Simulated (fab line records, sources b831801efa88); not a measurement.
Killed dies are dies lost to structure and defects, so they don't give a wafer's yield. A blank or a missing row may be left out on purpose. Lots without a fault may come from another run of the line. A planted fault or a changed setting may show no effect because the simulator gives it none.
fab line records | flow gf180mcu
record lots=5 wafers=15 last_day=34
route steps=602 shown STI@27 DNWELL@32 NWELL@42 LVPWELL@54 MVSD@66
lots that met no fault: from a run of the same line without faults
start_h: hours from the record's first day to the start of the lot's first wafer shown | wait_h: hours since the lot's step before | " the same as in the row above | L1.1+2: a row that stands for several wafers | - no value, or no start given | * or withheld: withheld | < > ~ a bound
route shown NAME@n: a module of which the file shows steps, and the number in the route of the first | usual: mean/standard deviation of fault-free wafers | same: alike in all rows | chamber/n: place in a boat | sites: the reading at each site | _std_site: their standard deviation | _edge_site: outer sites' mean less inner sites' | radius_mm: how far each site lies from the wafer's centre | mask NAME#n: copy n | behind: the tool/chamber that last shaped the wafer | hold: why the lot was held/for how many hours/how that ended | device: the transistor (n, p or np) that didn't switch | end of line: the same wafers' tests at the end of the route | a step without rows: its recipe alone | killed: dies lost to structure and defects at the first sort, not the wafer's yield | map: a wafer's dies, x killed, . not, _ none there
set.NAME: the setting as run; set.NAME@STEP: as run at that earlier step | model.NAME: the simulator's own value behind a step, which no gauge read
lots at some steps of the route; a table a step, a row a wafer
services: from which hour (start_h, from the record's first day; less than 0 if before it) a tool's chamber was out of use, for how many hours, and why
## steps
# step GF_STI_WET_ETCH_26
# recipe chemistry=dHF target_depth_nm=94 target=SiO2 temp_c=25 dilution=10:1 time_s=188
# same time_s=188
# columns lot.wafer tool chamber start_h wait_h
L075.1+3+5 wet_bench-03 3 32.37 0.1
L081.4+5+6 wet_bench-02 1 63.98 0.2
L086.1+2+6 wet_bench-03 2 89.95 0.1
L089.2+3+6 wet_bench-02 2 105.68 0.2
L096.2+5+6 wet_bench-04 1 142.15 0.1
# step GF_STI_WET_ETCH_27
# recipe chemistry=H3PO4 target_depth_nm=160 target=Si3N4 temp_c=160 time_s=1825
# same time_s=1825
# columns lot.wafer tool chamber start_h wait_h
L075.1+3+5 wet_bench-02 3 32.43 0.0
L081.4+5+6 wet_bench-03 2 64.04 0.0
L086.1+2+6 wet_bench-03 3 90.01 0.0
L089.2+3+6 wet_bench-02 2 105.75 0.0
L096.2+5+6 wet_bench-03 1 142.21 0.0
# step GF_STI_WET_ETCH_28
# recipe chemistry=dHF target_depth_nm=20 dry=ipa_marangoni target=SiO2 temp_c=25 dilution=10:1 time_s=40
# same time_s=40
# columns lot.wafer tool chamber start_h wait_h
L075.1+3+5 wet_bench-02 2 32.99 0.0
L081.4+5+6 wet_bench-02 2 64.55 0.0
L086.1+2+6 wet_bench-02 2 90.58 0.0
L089.2+3+6 wet_bench-04 0 106.37 0.0
L096.2+5+6 wet_bench-02 3 142.77 0.0
# step GF_STI_OXIDATION_29
# recipe temp_c=900 ambient=O2 stabilise_s=600 purge_s=300 target_thk_a=100 ox_time_s=1418
# usual ox_temp_c=900.0/0.42 tube_center_temp_C_max=902.4/0.39
# columns lot.wafer tool chamber start_h wait_h ox_temp_c tube_center_temp_C_max
L075.1 furnace-01 0 33.01 0.0 900.3 902.0
L075.3 " 0 " " 900.3 902.2
L075.5 " 0 " " 900.4 902.3
L081.4 furnace-01 0 64.57 0.0 900.7 902.0
L081.5 " 0 " " 900.2 902.6
L081.6 " 0 " " 899.4 902.3
L086.1 furnace-01 0 91.31 0.7 900.1 901.8
L086.2 " 0 " " 900.1 902.4
L086.6 " 0 " " 899.8 902.1
L089.2 furnace-01 0 107.12 0.7 900.4 902.4
L089.3 " 0 " " 899.9 901.9
L089.6 " 0 " " 899.8 901.9
L096.2 furnace-01 0 143.07 0.3 900.3 902.2
L096.5 " 0 " " 899.5 901.8
L096.6 " 0 " " 900.5 903.2
# step GF_STI_THK_MEAS_30
# recipe reads=SiO2_of_STI_OXIDATION_29
# usual STI_OXIDATION_02_THK=9.97/0.16
# columns lot.wafer tool chamber start_h wait_h STI_OXIDATION_02_THK[nm]
L075.1 film_metro-03 - 34.41 0.0 9.90
L075.3 " - " " 9.86
L075.5 " - " " 10.01
L081.4 film_metro-04 - 66.00 0.0 10.03
L081.5 " - " " 10.04
L081.6 " - " " 9.94
L086.1 film_metro-02 - 92.70 0.0 10.06
L086.2 " - " " 10.24
L086.6 " - " " 10.03
L089.2 film_metro-02 - 108.53 0.0 10.01
L089.3 " - " " 10.01
L089.6 " - " " 10.03
L096.2 film_metro-02 - 144.47 0.0 9.74
L096.5 " - " " 9.64
L096.6 " - " " 9.80
# step GF_DNWELL_DEHYDRATE_00
# recipe temp_c=200 time_s=60
# same time_s=60
# columns lot.wafer tool chamber start_h wait_h
L075.1+3+5 litho_track-02 0 39.84 5.4
L081.4+5+6 litho_track-03 0 72.26 6.3
L086.1+2+6 litho_track-01 0 99.22 6.5
L089.2+3+6 litho_track-03 0 115.06 6.5
L096.2+5+6 litho_track-03 0 151.46 7.0
# step GF_DNWELL_HMDS_01
# recipe prime_time_s=60 prime_temp_c=120
# columns lot.wafer tool chamber start_h wait_h
L075.1+3+5 litho_track-02 0 39.99 0.1
L081.4+5+6 litho_track-03 0 72.41 0.1
L086.1+2+6 litho_track-01 0 99.37 0.1
L089.2+3+6 litho_track-03 0 115.21 0.1
L096.2+5+6 litho_track-03 0 151.61 0.1
# step GF_DNWELL_COAT_02
# recipe spin_rpm=2000 resist_thk_nm=3000
# columns lot.wafer tool chamber start_h wait_h
L075.1+3+5 litho_track-02 0 40.14 0.1
L081.4+5+6 litho_track-03 0 72.56 0.1
L086.1+2+6 litho_track-01 0 99.52 0.1
L089.2+3+6 litho_track-03 0 115.36 0.1
L096.2+5+6 litho_track-03 0 151.76 0.1
# step GF_DNWELL_SOFTBAKE_03
# recipe temp_c=110 time_s=withheld
# columns lot.wafer tool chamber start_h wait_h
L075.1+3+5 litho_track-02 0 40.29 0.1
L081.4+5+6 litho_track-03 0 72.74 0.1
L086.1+2+6 litho_track-01 0 99.67 0.1
L089.2+3+6 litho_track-03 0 115.52 0.1
L096.2+5+6 litho_track-03 0 151.92 0.1
# step GF_DNWELL_EXPOSE_04
# recipe mask_id=DNWELL target_cd_nm=1700 na=0.6 source_shape=conventional sigma_outer=0.6 dose_mj=260
# usual focus_offset_nm=0.0/0.51
# same na=0.6
# columns lot.wafer tool chamber start_h wait_h mask focus_offset_nm
L075.1 iline_stepper-01 0 - - DNWELL#0 -0.2
L075.3 " 0 " " DNWELL#0 -0.4
L075.5 " 0 " " DNWELL#0 0.3
L081.4 iline_stepper-02 0 - - DNWELL#0 -0.2
L081.5 " 0 " " DNWELL#0 1.0
L081.6 " 0 " " DNWELL#0 0.6
L086.1 iline_stepper-02 0 - - DNWELL#0 -0.2
L086.2 " 0 " " DNWELL#0 -0.5
L086.6 " 0 " " DNWELL#0 0.2
L089.2 iline_stepper-01 0 - - DNWELL#0 -0.5
L089.3 " 0 " " DNWELL#0 -0.2
L089.6 " 0 " " DNWELL#0 0.3
L096.2 iline_stepper-01 0 - - DNWELL#0 -1.4
L096.5 " 0 " " DNWELL#0 0.1
L096.6 " 0 " " DNWELL#0 0.3
# step GF_DNWELL_PEB_05
# recipe temp_c=115 time_s=withheld
# columns lot.wafer tool chamber start_h wait_h
L075.1+3+5 litho_track-01 0 - -
L081.4+5+6 litho_track-03 0 - -
L086.1+2+6 litho_track-02 0 - -
L089.2+3+6 litho_track-02 0 - -
L096.2+5+6 litho_track-02 0 - -
# step GF_DNWELL_DEVELOP_06
# recipe wall_angle_deg=90 develop_time_s=60 dev_temp_c=23
# columns lot.wafer tool chamber start_h wait_h
L075.1+3+5 litho_track-01 0 - -
L081.4+5+6 litho_track-03 0 - -
L086.1+2+6 litho_track-02 0 - -
L089.2+3+6 litho_track-02 0 - -
L096.2+5+6 litho_track-02 0 - -
# step GF_DNWELL_IMPLANT_07
# recipe species=P energy_kev=1500 dose_cm2=1e+13 tilt_deg=0
# columns lot.wafer tool chamber start_h wait_h
L075.1+3+5 implanter-03 0 46.92 -
L081.4+5+6 implanter-04 0 79.76 -
L086.1+2+6 implanter-04 0 106.69 -
L089.2+3+6 implanter-02 0 122.87 -
L096.2+5+6 implanter-04 0 160.16 -
# step GF_DNWELL_STRIP_08
# recipe chemistry=O2/N2 power_w=1400 pressure_mtorr=1500 platen_temp_c=250 o2_flow_sccm=3000 n2_flow_sccm=300 overash_fraction=0.5
# usual drypump_motor_current_A=5.62/0.27 heater_power_w=321/36 o2_flow_sccm=2999/9.4 oes_product_au=0.722/0.0045 strip_time_to_endpoint_s=36.95/0.11
# same overash_fraction=0.5
# columns lot.wafer tool chamber start_h wait_h drypump_motor_current_A heater_power_w o2_flow_sccm oes_product_au rf_hours_counter_h strip_time_to_endpoint_s
L075.1 plasma_asher-03 1 47.07 0.1 5.98 377 2987 0.722 44 36.99
L075.3 " 1 " " 5.98 383 3011 0.727 - 37.00
L075.5 " 1 " " 5.98 373 2998 0.726 - 37.10
L081.4 plasma_asher-02 1 79.87 0.1 5.68 310 2981 0.718 - 36.90
L081.5 " 1 " " 5.68 309 3006 0.720 - 36.98
L081.6 " 0 " " 5.45 327 2994 0.725 - 36.95
L086.1 plasma_asher-04 0 106.84 0.1 5.86 288 3001 0.725 44 36.85
L086.2 " 1 " " 5.17 276 2985 0.724 44 36.92
L086.6 " 1 " " 5.16 288 3005 0.723 - 36.91
L089.2 plasma_asher-02 0 122.99 0.1 5.46 305 3006 0.723 1 36.84
L089.3 " 0 " " 5.43 308 3002 0.722 - 36.90
L089.6 " 0 " " 5.42 303 3000 0.728 - 36.90
L096.2 plasma_asher-03 0 160.29 0.1 5.58 343 2999 0.721 57 37.00
L096.5 " 1 " " 5.97 377 2987 0.729 - 37.01
L096.6 " 0 " " 5.60 352 2991 0.717 - 37.06
# step GF_DNWELL_TW_MEAS_09
# usual DNWELL_TW=1360/18
# columns lot.wafer tool chamber start_h wait_h DNWELL_TW
L075.1 film_metro-03 - 47.17 0.1 1376
L075.3 " - " " 1376
L075.5 " - " " 1363
L081.4 film_metro-03 - 79.97 0.1 1361
L081.5 " - " " 1365
L081.6 " - " " 1362
L086.1 film_metro-01 - 106.94 0.1 1342
L086.2 " - " " 1341
L086.6 " - " " 1336
L089.2 film_metro-03 - 123.10 0.1 1379
L089.3 " - " " 1382
L089.6 " - " " 1374
L096.2 film_metro-04 - 160.40 0.1 1350
L096.5 " - " " 1349
L096.6 " - " " 1347
# step GF_NWELL_DEHYDRATE_00
# recipe temp_c=200 time_s=60
# same time_s=60
# columns lot.wafer tool chamber start_h wait_h
L075.1+3+5 litho_track-04 0 52.20 5.0
L081.4+5+6 litho_track-02 0 86.22 6.2
L086.1+2+6 litho_track-04 0 113.45 6.5
L089.2+3+6 litho_track-02 0 130.07 7.0
L096.2+5+6 litho_track-02 0 167.61 7.2
# step GF_NWELL_HMDS_01
# recipe prime_time_s=60 prime_temp_c=120
# columns lot.wafer tool chamber start_h wait_h
L075.1+3+5 litho_track-04 0 52.35 0.1
L081.4+5+6 litho_track-02 0 86.37 0.1
L086.1+2+6 litho_track-04 0 113.60 0.1
L089.2+3+6 litho_track-02 0 130.22 0.1
L096.2+5+6 litho_track-02 0 167.76 0.1
# step GF_NWELL_COAT_02
# recipe spin_rpm=2000 resist_thk_nm=3000
# columns lot.wafer tool chamber start_h wait_h
L075.1+3+5 litho_track-04 0 52.50 0.1
L081.4+5+6 litho_track-02 0 86.52 0.1
L086.1+2+6 litho_track-04 0 113.75 0.1
L089.2+3+6 litho_track-02 0 130.37 0.1
L096.2+5+6 litho_track-02 0 167.91 0.1
# step GF_NWELL_SOFTBAKE_03
# recipe temp_c=110 time_s=withheld
# columns lot.wafer tool chamber start_h wait_h
L075.1+3+5 litho_track-04 0 52.65 0.1
L081.4+5+6 litho_track-02 0 86.69 0.1
L086.1+2+6 litho_track-04 0 113.90 0.1
L089.2+3+6 litho_track-02 0 130.52 0.1
L096.2+5+6 litho_track-02 0 168.07 0.1
# step GF_NWELL_EXPOSE_04
# recipe mask_id=Nwell target_cd_nm=860 na=0.6 source_shape=conventional sigma_outer=0.6 dose_mj=260
# usual focus_offset_nm=0.1/0.56
# same na=0.6
# columns lot.wafer tool chamber start_h wait_h mask focus_offset_nm
L075.1 iline_stepper-01 0 - - Nwell#0 -0.3
L075.3 " 0 " " Nwell#0 1.0
L075.5 " 0 " " Nwell#0 -0.5
L081.4 iline_stepper-01 0 - - Nwell#0 -0.4
L081.5 " 0 " " Nwell#0 1.0
L081.6 " 0 " " Nwell#0 -0.8
L086.1 iline_stepper-01 0 - - Nwell#0 0.4
L086.2 " 0 " " Nwell#0 -0.2
L086.6 " 0 " " Nwell#0 0.0
L089.2 iline_stepper-01 0 - - Nwell#0 0.4
L089.3 " 0 " " Nwell#0 0.5
L089.6 " 0 " " Nwell#0 0.8
L096.2 iline_stepper-02 0 - - Nwell#0 0.1
L096.5 " 0 " " Nwell#0 -0.8
L096.6 " 0 " " Nwell#0 -0.2
# step GF_NWELL_PEB_05
# recipe temp_c=115 time_s=withheld
# columns lot.wafer tool chamber start_h wait_h
L075.1+3+5 litho_track-04 0 - -
L081.4+5+6 litho_track-02 0 - -
L086.1+2+6 litho_track-03 0 - -
L089.2+3+6 litho_track-04 0 - -
L096.2+5+6 litho_track-03 0 - -
# step GF_NWELL_DEVELOP_06
# recipe wall_angle_deg=90 develop_time_s=60 dev_temp_c=23
# columns lot.wafer tool chamber start_h wait_h
L075.1+3+5 litho_track-04 0 - -
L081.4+5+6 litho_track-02 0 - -
L086.1+2+6 litho_track-03 0 - -
L089.2+3+6 litho_track-04 0 - -
L096.2+5+6 litho_track-03 0 - -
# step GF_NWELL_OVL_MEAS_07
# usual NWELL_OVL=0.5/1.4
# columns lot.wafer tool chamber start_h wait_h NWELL_OVL[nm]
L075.1 overlay-01 - 59.30 - 0.5
L075.3 " - " " 0.9
L075.5 " - " " 0.2
L081.4 overlay-02 - 93.86 - -1.4
L081.5 " - " " -0.5
L081.6 " - " " -1.9
L086.1 overlay-01 - 120.49 - 0.8
L086.2 " - " " 0.0
L086.6 " - " " -0.9
L089.2 overlay-02 - 138.25 - -0.8
L089.3 " - " " 0.1
L089.6 " - " " -0.2
L096.2 overlay-01 - 176.29 - 0.5
L096.5 " - " " 0.4
L096.6 " - " " 0.6
# step GF_NWELL_IMPLANT_08
# recipe species=P energy_kev=450 dose_cm2=1.5e+13 tilt_deg=0
# columns lot.wafer tool chamber start_h wait_h
L075.1+3+5 implanter-03 0 59.33 0.0
L081.4+5+6 implanter-01 0 93.95 0.1
L086.1+2+6 implanter-04 0 120.52 0.0
L089.2+3+6 implanter-04 0 138.31 0.0
L096.2+5+6 implanter-04 0 176.35 0.0
# step GF_NWELL_IMPLANT_09
# recipe species=P energy_kev=160 dose_cm2=4e+12 tilt_deg=0
# columns lot.wafer tool chamber start_h wait_h
L075.1+3+5 implanter-03 0 59.48 0.1
L081.4+5+6 implanter-01 0 94.10 0.1
L086.1+2+6 implanter-04 0 120.67 0.1
L089.2+3+6 implanter-04 0 138.46 0.1
L096.2+5+6 implanter-04 0 176.50 0.1
# step GF_NWELL_STRIP_10
# recipe chemistry=O2/N2 power_w=1400 pressure_mtorr=1500 platen_temp_c=250 o2_flow_sccm=3000 n2_flow_sccm=300 overash_fraction=0.5
# usual drypump_motor_current_A=5.7/0.5 heater_power_w=330/24 o2_flow_sccm=3000/8.1 oes_product_au=0.723/0.0046 strip_time_to_endpoint_s=36.96/0.12
# same overash_fraction=0.5
# columns lot.wafer tool chamber start_h wait_h drypump_motor_current_A heater_power_w o2_flow_sccm oes_product_au rf_hours_counter_h strip_time_to_endpoint_s
L075.1 plasma_asher-01 1 59.63 0.1 5.1 332 3003 0.722 27 36.79
L075.3 " 1 " " 5.1 338 2989 0.723 - 36.68
L075.5 " 1 " " 5.1 331 2993 0.725 - 36.81
L081.4 plasma_asher-01 1 94.21 0.1 5.1 325 3007 0.722 - 37.06
L081.5 " 0 " " 6.6 327 2998 0.726 - 37.09
L081.6 " 1 " " 5.1 336 3014 0.721 - 37.10
L086.1 plasma_asher-02 0 120.82 0.1 5.5 297 3022 0.730 0 36.92
L086.2 " 1 " " 5.7 314 2985 0.723 0 36.84
L086.6 " 1 " " 5.7 315 3007 0.725 - 36.93
L089.2 plasma_asher-03 1 138.58 0.1 6.0 380 3012 0.721 55 37.03
L089.3 " 0 " " 5.6 349 2997 0.724 - 36.98
L089.6 " 1 " " 6.0 380 3008 0.727 - 36.99
L096.2 plasma_asher-03 1 176.62 0.1 6.0 382 2997 0.723 59 37.08
L096.5 " 1 " " 6.0 382 2994 0.722 - 37.11
L096.6 " 0 " " 5.6 354 3003 0.722 - 37.00
# step GF_NWELL_TW_MEAS_11
# usual NWELL_TW=1566/13
# columns lot.wafer tool chamber start_h wait_h NWELL_TW
L075.1 film_metro-04 - 59.73 0.1 1582
L075.3 " - " " 1571
L075.5 " - " " 1576
L081.4 film_metro-04 - 94.31 0.1 1578
L081.5 " - " " 1578
L081.6 " - " " 1582
L086.1 film_metro-02 - 120.92 0.1 1572
L086.2 " - " " 1566
L086.6 " - " " 1562
L089.2 film_metro-01 - 138.69 0.1 1550
L089.3 " - " " 1549
L089.6 " - " " 1557
L096.2 film_metro-04 - 176.73 0.1 1572
L096.5 " - " " 1566
L096.6 " - " " 1566
# step GF_LVPWELL_DEHYDRATE_00
# recipe temp_c=200 time_s=60
# same time_s=60
# columns lot.wafer tool chamber start_h wait_h
L075.1+3+5 litho_track-03 0 65.54 5.8
L081.4+5+6 litho_track-01 0 100.84 6.5
L086.1+2+6 litho_track-04 0 127.85 6.9
L089.2+3+6 litho_track-01 0 145.54 6.8
L096.2+5+6 litho_track-01 0 183.24 6.5
# step GF_LVPWELL_HMDS_01
# recipe prime_time_s=60 prime_temp_c=120
# columns lot.wafer tool chamber start_h wait_h
L075.1+3+5 litho_track-03 0 65.69 0.1
L081.4+5+6 litho_track-01 0 100.99 0.1
L086.1+2+6 litho_track-04 0 128.00 0.1
L089.2+3+6 litho_track-01 0 145.69 0.1
L096.2+5+6 litho_track-01 0 183.39 0.1
# step GF_LVPWELL_COAT_02
# recipe spin_rpm=2000 resist_thk_nm=3000
# columns lot.wafer tool chamber start_h wait_h
L075.1+3+5 litho_track-03 0 65.84 0.1
L081.4+5+6 litho_track-01 0 101.14 0.1
L086.1+2+6 litho_track-04 0 128.15 0.1
L089.2+3+6 litho_track-01 0 145.84 0.1
L096.2+5+6 litho_track-01 0 183.54 0.1
# step GF_LVPWELL_SOFTBAKE_03
# recipe temp_c=110 time_s=withheld
# columns lot.wafer tool chamber start_h wait_h
L075.1+3+5 litho_track-03 0 65.99 0.1
L081.4+5+6 litho_track-01 0 101.32 0.1
L086.1+2+6 litho_track-04 0 128.30 0.1
L089.2+3+6 litho_track-01 0 146.00 0.1
L096.2+5+6 litho_track-01 0 183.70 0.1
# step GF_LVPWELL_EXPOSE_04
# recipe mask_id=LVPWELL target_cd_nm=600 na=0.6 source_shape=conventional sigma_outer=0.6 dose_mj=260
# usual focus_offset_nm=0.0/0.48
# same na=0.6
# columns lot.wafer tool chamber start_h wait_h mask focus_offset_nm
L075.1 iline_stepper-01 0 - - LVPWELL#0 0.3
L075.3 " 0 " " LVPWELL#0 0.6
L075.5 " 0 " " LVPWELL#0 0.5
L081.4 iline_stepper-01 0 - - LVPWELL#0 -0.3
L081.5 " 0 " " LVPWELL#0 0.1
L081.6 " 0 " " LVPWELL#0 -0.9
L086.1 iline_stepper-02 0 - - LVPWELL#0 0.4
L086.2 " 0 " " LVPWELL#0 0.0
L086.6 " 0 " " LVPWELL#0 0.4
L089.2 iline_stepper-01 0 - - LVPWELL#0 0.4
L089.3 " 0 " " LVPWELL#0 0.0
L089.6 " 0 " " LVPWELL#0 0.2
L096.2 iline_stepper-02 0 - - LVPWELL#0 -0.5
L096.5 " 0 " " LVPWELL#0 -0.8
L096.6 " 0 " " LVPWELL#0 0.0
# step GF_LVPWELL_PEB_05
# recipe temp_c=115 time_s=withheld
# columns lot.wafer tool chamber start_h wait_h
L075.1+3+5 litho_track-04 0 - -
L081.4+5+6 litho_track-01 0 - -
L086.1+2+6 litho_track-04 0 - -
L089.2+3+6 litho_track-03 0 - -
L096.2+5+6 litho_track-01 0 - -
# step GF_LVPWELL_DEVELOP_06
# recipe wall_angle_deg=90 develop_time_s=60 dev_temp_c=23
# columns lot.wafer tool chamber start_h wait_h
L075.1+3+5 litho_track-04 0 - -
L081.4+5+6 litho_track-01 0 - -
L086.1+2+6 litho_track-04 0 - -
L089.2+3+6 litho_track-03 0 - -
L096.2+5+6 litho_track-01 0 - -
# step GF_LVPWELL_OVL_MEAS_07
# usual LVPWELL_OVL=-0.7/1.5
# columns lot.wafer tool chamber start_h wait_h LVPWELL_OVL[nm]
L075.1 overlay-02 - 72.80 - -2.2
L075.3 " - " " -3.3
L075.5 " - " " -3.6
L081.4 overlay-02 - 109.38 - -0.3
L081.5 " - " " -1.6
L081.6 " - " " -1.4
L086.1 overlay-02 - 135.60 - -0.7
L086.2 " - " " -2.6
L086.6 " - " " 0.1
L089.2 overlay-01 - 153.94 - 1.5
L089.3 " - " " -1.7
L089.6 " - " " 1.6
L096.2 overlay-01 - 192.02 - 0.8
L096.5 " - " " 0.3
L096.6 " - " " 0.6
# step GF_LVPWELL_IMPLANT_08
# recipe species=B energy_kev=170 dose_cm2=1.5e+13 tilt_deg=0
# columns lot.wafer tool chamber start_h wait_h
L075.1+3+5 implanter-04 0 72.83 0.0
L081.4+5+6 implanter-02 0 109.48 0.1
L086.1+2+6 implanter-01 0 135.63 0.0
L089.2+3+6 implanter-01 0 154.00 0.0
L096.2+5+6 implanter-02 0 192.08 0.0
# step GF_LVPWELL_IMPLANT_09
# recipe species=B energy_kev=60 dose_cm2=5e+12 tilt_deg=0
# columns lot.wafer tool chamber start_h wait_h
L075.1+3+5 implanter-04 0 72.98 0.1
L081.4+5+6 implanter-02 0 109.63 0.1
L086.1+2+6 implanter-01 0 135.78 0.1
L089.2+3+6 implanter-01 0 154.15 0.1
L096.2+5+6 implanter-02 0 192.23 0.1
# step GF_LVPWELL_STRIP_10
# recipe chemistry=O2/N2 power_w=1400 pressure_mtorr=1500 platen_temp_c=250 o2_flow_sccm=3000 n2_flow_sccm=300 overash_fraction=0.5
# usual drypump_motor_current_A=5.6/0.5 heater_power_w=305/20 o2_flow_sccm=3000/9.6 oes_product_au=0.722/0.0043 strip_time_to_endpoint_s=36.95/0.098
# same overash_fraction=0.5
# columns lot.wafer tool chamber start_h wait_h drypump_motor_current_A heater_power_w o2_flow_sccm oes_product_au rf_hours_counter_h strip_time_to_endpoint_s
L075.1 plasma_asher-01 1 73.13 0.1 5.1 332 2988 0.717 28 36.97
L075.3 " 0 " " 6.7 316 2993 0.718 - 36.95
L075.5 " 1 " " 5.1 327 3006 0.724 - 36.97
L081.4 plasma_asher-04 0 109.74 0.1 5.9 284 3006 0.726 - 37.01
L081.5 " 0 " " 5.9 281 2998 0.723 - 37.04
L081.6 " 1 " " 5.2 275 3020 0.726 - 36.87
L086.1 plasma_asher-04 1 135.93 0.1 5.2 279 3001 0.719 47 36.85
L086.2 " 0 " " 5.8 282 3025 0.726 47 36.84
L086.6 " 0 " " 5.8 284 3017 0.731 - 36.91
L089.2 plasma_asher-04 1 154.27 0.1 5.2 283 3007 0.725 49 36.89
L089.3 " 0 " " 5.9 278 2982 0.714 - 36.82
L089.6 " 1 " " 5.2 283 3009 0.724 - 36.89
L096.2 plasma_asher-04 0 192.35 0.1 5.9 289 2987 0.728 53 37.05
L096.5 " 0 " " 5.8 292 2987 0.726 - 37.08
L096.6 " 1 " " 5.2 282 3017 0.723 - 37.07
# step GF_LVPWELL_TW_MEAS_11
# usual LVPWELL_TW=555/4.1
# columns lot.wafer tool chamber start_h wait_h LVPWELL_TW
L075.1 film_metro-02 - 73.23 0.1 556
L075.3 " - " " 556
L075.5 " - " " 560
L081.4 film_metro-02 - 109.83 0.1 555
L081.5 " - " " 555
L081.6 " - " " 556
L086.1 film_metro-01 - 136.03 0.1 553
L086.2 " - " " 551
L086.6 " - " " 553
L089.2 film_metro-02 - 154.38 0.1 554
L089.3 " - " " 553
L089.6 " - " " 554
L096.2 film_metro-04 - 192.46 0.1 562
L096.5 " - " " 563
L096.6 " - " " 561
# step GF_MVSD_DEHYDRATE_00
# recipe temp_c=200 time_s=60
# same time_s=60
# columns lot.wafer tool chamber start_h wait_h
L075.1+3+5 litho_track-02 0 79.39 6.1
L081.4+5+6 litho_track-02 0 116.17 6.3
L086.1+2+6 litho_track-04 0 143.30 7.3
L089.2+3+6 litho_track-02 0 162.11 7.7
L096.2+5+6 litho_track-01 0 200.64 8.2
# step GF_MVSD_HMDS_01
# recipe prime_time_s=60 prime_temp_c=120
# columns lot.wafer tool chamber start_h wait_h
L075.1+3+5 litho_track-02 0 79.54 0.1
L081.4+5+6 litho_track-02 0 116.32 0.1
L086.1+2+6 litho_track-04 0 143.45 0.1
L089.2+3+6 litho_track-02 0 162.26 0.1
L096.2+5+6 litho_track-01 0 200.79 0.1
# step GF_MVSD_COAT_02
# recipe spin_rpm=2000 resist_thk_nm=3000
# columns lot.wafer tool chamber start_h wait_h
L075.1+3+5 litho_track-02 0 79.69 0.1
L081.4+5+6 litho_track-02 0 116.47 0.1
L086.1+2+6 litho_track-04 0 143.60 0.1
L089.2+3+6 litho_track-02 0 162.41 0.1
L096.2+5+6 litho_track-01 0 200.94 0.1
# step GF_MVSD_SOFTBAKE_03
# recipe temp_c=110 time_s=withheld
# columns lot.wafer tool chamber start_h wait_h
L075.1+3+5 litho_track-02 0 79.84 0.1
L081.4+5+6 litho_track-02 0 116.64 0.1
L086.1+2+6 litho_track-04 0 143.75 0.1
L089.2+3+6 litho_track-02 0 162.57 0.1
L096.2+5+6 litho_track-01 0 201.10 0.1
# step GF_MVSD_EXPOSE_04
# recipe mask_id=MVSD target_cd_nm=1000 na=0.6 source_shape=conventional sigma_outer=0.6 dose_mj=260
# usual focus_offset_nm=0.0/0.48
# same na=0.6
# columns lot.wafer tool chamber start_h wait_h mask focus_offset_nm
L075.1 iline_stepper-02 0 - - MVSD#0 0.2
L075.3 " 0 " " MVSD#0 0.3
L075.5 " 0 " " MVSD#0 0.5
L081.4 iline_stepper-02 0 - - MVSD#0 0.4
L081.5 " 0 " " MVSD#0 -0.7
L081.6 " 0 " " MVSD#0 0.0
L086.1 iline_stepper-01 0 - - MVSD#0 -1.1
L086.2 " 0 " " MVSD#0 -0.1
L086.6 " 0 " " MVSD#0 -0.8
L089.2 iline_stepper-02 0 - - MVSD#0 -0.1
L089.3 " 0 " " MVSD#0 0.3
L089.6 " 0 " " MVSD#0 0.0
L096.2 iline_stepper-02 0 - - MVSD#0 0.0
L096.5 " 0 " " MVSD#0 0.4
L096.6 " 0 " " MVSD#0 0.0
# step GF_MVSD_PEB_05
# recipe temp_c=115 time_s=withheld
# columns lot.wafer tool chamber start_h wait_h
L075.1+3+5 litho_track-01 0 - -
L081.4+5+6 litho_track-02 0 - -
L086.1+2+6 litho_track-02 0 - -
L089.2+3+6 litho_track-01 0 - -
L096.2+5+6 litho_track-04 0 - -
# step GF_MVSD_DEVELOP_06
# recipe wall_angle_deg=90 develop_time_s=60 dev_temp_c=23
# columns lot.wafer tool chamber start_h wait_h
L075.1+3+5 litho_track-01 0 - -
L081.4+5+6 litho_track-02 0 - -
L086.1+2+6 litho_track-02 0 - -
L089.2+3+6 litho_track-01 0 - -
L096.2+5+6 litho_track-04 0 - -
# step GF_MVSD_OVL_MEAS_07
# usual MVSD_OVL=-0.9/1.1
# columns lot.wafer tool chamber start_h wait_h MVSD_OVL[nm]
L075.1 overlay-02 - 86.72 - -1.5
L075.3 " - " " 0.0
L075.5 " - " " -1.2
L081.4 overlay-01 - 124.11 - 0.0
L081.5 " - " " 0.0
L081.6 " - " " -0.7
L086.1 overlay-01 - 151.34 - -1.2
L086.2 " - " " -1.0
L086.6 " - " " -1.5
L089.2 overlay-02 - 170.42 - -0.8
L089.3 " - " " -1.9
L089.6 " - " " -1.4
L096.2 overlay-01 - 209.60 - -1.4
L096.5 " - " " -1.3
L096.6 " - " " -0.9
# step GF_MVSD_IMPLANT_08
# recipe species=P energy_kev=400 dose_cm2=1.6e+13 tilt_deg=0
# columns lot.wafer tool chamber start_h wait_h
L075.1+3+5 implanter-03 0 86.75 0.0
L081.4+5+6 implanter-03 0 124.20 0.1
L086.1+2+6 implanter-01 0 151.38 0.0
L089.2+3+6 implanter-02 0 170.48 0.0
L096.2+5+6 implanter-03 0 209.66 0.0
# step GF_MVSD_IMPLANT_09
# recipe species=P energy_kev=100 dose_cm2=5e+12 tilt_deg=0
# columns lot.wafer tool chamber start_h wait_h
L075.1+3+5 implanter-03 0 86.90 0.1
L081.4+5+6 implanter-03 0 124.35 0.1
L086.1+2+6 implanter-01 0 151.53 0.1
L089.2+3+6 implanter-02 0 170.63 0.1
L096.2+5+6 implanter-03 0 209.81 0.1
## services
# columns tool chamber start_h hours kind
implanter-02 - 22.86 0.5 repair
iline_stepper-02 - 24.44 1.7 pm
iline_stepper-02 - 26.36 4.3 repair
implanter-03 - 36.81 1.7 repair
implanter-03 - 47.24 3.3 repair
iline_stepper-01 - 49.70 1.7 pm
plasma_asher-04 - 73.68 6.5 pm
implanter-01 - 75.48 1.2 repair
plasma_asher-01 - 90.18 2.4 repair
implanter-01 - 98.60 1.7 repair
plasma_asher-04 - 102.33 3.5 repair
implanter-01 - 103.87 2.5 repair
plasma_asher-02 - 108.75 9.0 pm
plasma_asher-02 0 108.75 9.0 vent_cycle
plasma_asher-02 1 108.75 9.0 vent_cycle
plasma_asher-02 - 112.58 3.6 repair
plasma_asher-02 0 117.75 - clean
plasma_asher-02 1 117.75 - clean
implanter-04 - 160.48 5.1 pm
furnace-01 - 160.71 3.1 pm
furnace-01 - 163.82 3.6 pm
furnace-01 - 169.24 16.9 repair
implanter-02 - 184.05 3.2 pm
## key
fault none
